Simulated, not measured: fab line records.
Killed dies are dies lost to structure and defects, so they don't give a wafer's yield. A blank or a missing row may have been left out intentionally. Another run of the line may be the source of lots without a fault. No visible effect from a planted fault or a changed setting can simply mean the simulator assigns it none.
Matching of chambers || flow gf180mcu || GF_V2_CMP_04 on cmp-02 has 4 sister chambers
The step polishes SiO2. 14 wafers are shown with their chamber, then 7 later ones without.

EACH WAFER AND ITS CHAMBER
{"wafer": "L169.1", "chamber": 1, "time_to_endpoint_s (s)": 76, "motor_current_A (A)": 12.1, "retaining_ring_pressure_frac": 1.000}
{"wafer": "L169.2", "chamber": 3, "time_to_endpoint_s (s)": 91, "motor_current_A (A)": 12.5, "retaining_ring_pressure_frac": 1.007}
{"wafer": "L169.6", "chamber": 3, "time_to_endpoint_s (s)": 97, "motor_current_A (A)": 11.5, "retaining_ring_pressure_frac": 1.001}
{"wafer": "L172.2", "chamber": 0, "time_to_endpoint_s (s)": 86, "motor_current_A (A)": 12.3, "retaining_ring_pressure_frac": 1.000}
{"wafer": "L172.3", "chamber": 3, "time_to_endpoint_s (s)": 92, "motor_current_A (A)": 11.8, "retaining_ring_pressure_frac": 1.006}
{"wafer": "L172.5", "chamber": 3, "time_to_endpoint_s (s)": 104, "motor_current_A (A)": 11.1, "retaining_ring_pressure_frac": 1.006}
{"wafer": "L178.1", "chamber": 0, "time_to_endpoint_s (s)": 82, "motor_current_A (A)": 12.1, "retaining_ring_pressure_frac": 0.996}
{"wafer": "L178.2", "chamber": 3, "time_to_endpoint_s (s)": 94, "motor_current_A (A)": 11.4, "retaining_ring_pressure_frac": 1.000}
{"wafer": "L178.4", "chamber": 1, "time_to_endpoint_s (s)": 84, "motor_current_A (A)": 11.6, "retaining_ring_pressure_frac": 1.003}
{"wafer": "L179.1", "chamber": 0, "time_to_endpoint_s (s)": 84, "motor_current_A (A)": 12.8, "retaining_ring_pressure_frac": 0.999}
{"wafer": "L179.3", "chamber": 1, "time_to_endpoint_s (s)": 78, "motor_current_A (A)": 12.1, "retaining_ring_pressure_frac": 0.996}
{"wafer": "L179.4", "chamber": 3, "time_to_endpoint_s (s)": 103, "motor_current_A (A)": 11.6, "retaining_ring_pressure_frac": 0.999}
{"wafer": "L183.4", "chamber": 2, "time_to_endpoint_s (s)": 92, "motor_current_A (A)": 11.5, "retaining_ring_pressure_frac": 1.005}
{"wafer": "L183.5", "chamber": 3, "time_to_endpoint_s (s)": 105, "motor_current_A (A)": 11.9, "retaining_ring_pressure_frac": 1.004}

SIGNATURES, as means of the wafers listed above
{"reading": "time_to_endpoint_s", "chamber 0": 84.00, "chamber 1": 79.33, "chamber 2": 92.00, "chamber 3": 98.00, "scatter within a chamber": 5.05}
{"reading": "motor_current_A", "chamber 0": 12.400, "chamber 1": 11.933, "chamber 2": 11.500, "chamber 3": 11.686, "scatter within a chamber": 0.402}
{"reading": "retaining_ring_pressure_frac", "chamber 0": 0.99833, "chamber 1": 0.99967, "chamber 2": 1.00500, "chamber 3": 1.00329, "scatter within a chamber": 0.00311}
Rule: a wafer's distance from a chamber is the root of the sum, over the readings, of the square of ((its reading less the chamber's mean) divided by the reading's scatter). The wafer belongs to the nearest chamber; if the next one is less than 2 further off, it can't be placed. How the scatter is found: for the shown wafers, subtract from each reading the mean of its chamber, square and add these, divide the total by (wafers less chambers), then take the root.

WAFERS WITH NO CHAMBER GIVEN
{"wafer": "L183.6", "time_to_endpoint_s (s)": 101, "motor_current_A (A)": 12.3, "retaining_ring_pressure_frac": 0.993}
{"wafer": "L188.3", "time_to_endpoint_s (s)": 88, "motor_current_A (A)": 12.0, "retaining_ring_pressure_frac": 1.005}
{"wafer": "L188.5", "time_to_endpoint_s (s)": 84, "motor_current_A (A)": 12.4, "retaining_ring_pressure_frac": 1.008}
{"wafer": "L188.6", "time_to_endpoint_s (s)": 78, "motor_current_A (A)": 12.7, "retaining_ring_pressure_frac": 0.997}
{"wafer": "L190.2", "time_to_endpoint_s (s)": 78, "motor_current_A (A)": 12.5, "retaining_ring_pressure_frac": 0.996}
{"wafer": "L190.4", "time_to_endpoint_s (s)": 81, "motor_current_A (A)": 12.3, "retaining_ring_pressure_frac": 1.003}
{"wafer": "L190.5", "time_to_endpoint_s (s)": 85, "motor_current_A (A)": 11.8, "retaining_ring_pressure_frac": 0.997}

THE CHAMBER EACH PASSED THROUGH
{"wafer": "L183.6", "from the rows above": "can't be placed: 3 or 0 or 2 or 1", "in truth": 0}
{"wafer": "L188.3", "from the rows above": "can't be placed: 2 or 3 or 1 or 0", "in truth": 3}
{"wafer": "L188.5", "from the rows above": "can't be placed: 2 or 1 or 0 or 3", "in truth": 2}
{"wafer": "L188.6", "from the rows above": "can't be placed: 0 or 1", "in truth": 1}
{"wafer": "L190.2", "from the rows above": "can't be placed: 0 or 1", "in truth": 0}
{"wafer": "L190.4", "from the rows above": "can't be placed: 1 or 0 or 2", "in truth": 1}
{"wafer": "L190.5", "from the rows above": "can't be placed: 1 or 0 or 2 or 3", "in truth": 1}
Correct placement for 0 of the 7. Cannot be placed on the basis of these rows: 7; the candidates contain the true chamber in 7. Placed wrongly: 0.
